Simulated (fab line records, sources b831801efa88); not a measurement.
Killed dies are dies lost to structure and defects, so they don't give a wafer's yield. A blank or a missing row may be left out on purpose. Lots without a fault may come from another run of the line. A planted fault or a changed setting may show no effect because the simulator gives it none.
Chamber matching | flow sky130 | SKY_METAL4_ETCH_17 on rie_diel-03: 4 sister chambers
The step etches SiO2 in C4F8/O2/Ar, stops on TiN, time 3.9 s, target depth 15 nm. 4 wafers are shown with their chamber, then 7 later ones without.

WAFERS WITH THEIR CHAMBER
wafer  | chamber | oes_product_au (a.u.)
L127.1 | 0       | 0.766
L127.4 | 1       | 0.755
L129.1 | 3       | 0.741
L129.3 | 2       | 0.759

WAFERS WITHOUT THEIR CHAMBER
wafer  | oes_product_au (a.u.)
L129.5 | 0.759
L128.3 | 0.752
L128.4 | 0.767
L128.5 | 0.769
L133.1 | 0.754
L133.3 | 0.759
L133.5 | 0.762

WHICH CHAMBER EACH WENT THROUGH
wafer  | from the rows above          | in truth
L129.5 | can't be placed: 2 or 1      | 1
L128.3 | can't be placed: 1 or 2      | 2
L128.4 | 0                            | 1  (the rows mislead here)
L128.5 | 0                            | 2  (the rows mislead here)
L133.1 | can't be placed: 1 or 2      | 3
L133.3 | can't be placed: 2 or 1      | 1
L133.5 | can't be placed: 2 or 0 or 1 | 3
Placed correctly: 0 of 7. Can't be placed from these rows: 5 (the true chamber is among the candidates in 3). Placed wrongly: 2.
How it was worked out, from the rows above alone: a wafer's distance from a chamber is the root of the sum, over the readings, of the square of ((its reading less the chamber's mean) divided by the reading's scatter). The wafer belongs to the nearest chamber; if the next one is less than 2 further off, it can't be placed. A chamber's mean is the mean of its shown wafers. The scatter: with one shown wafer a chamber, the root of the mean of the squares of how far each hidden wafer lies from its nearest shown one.
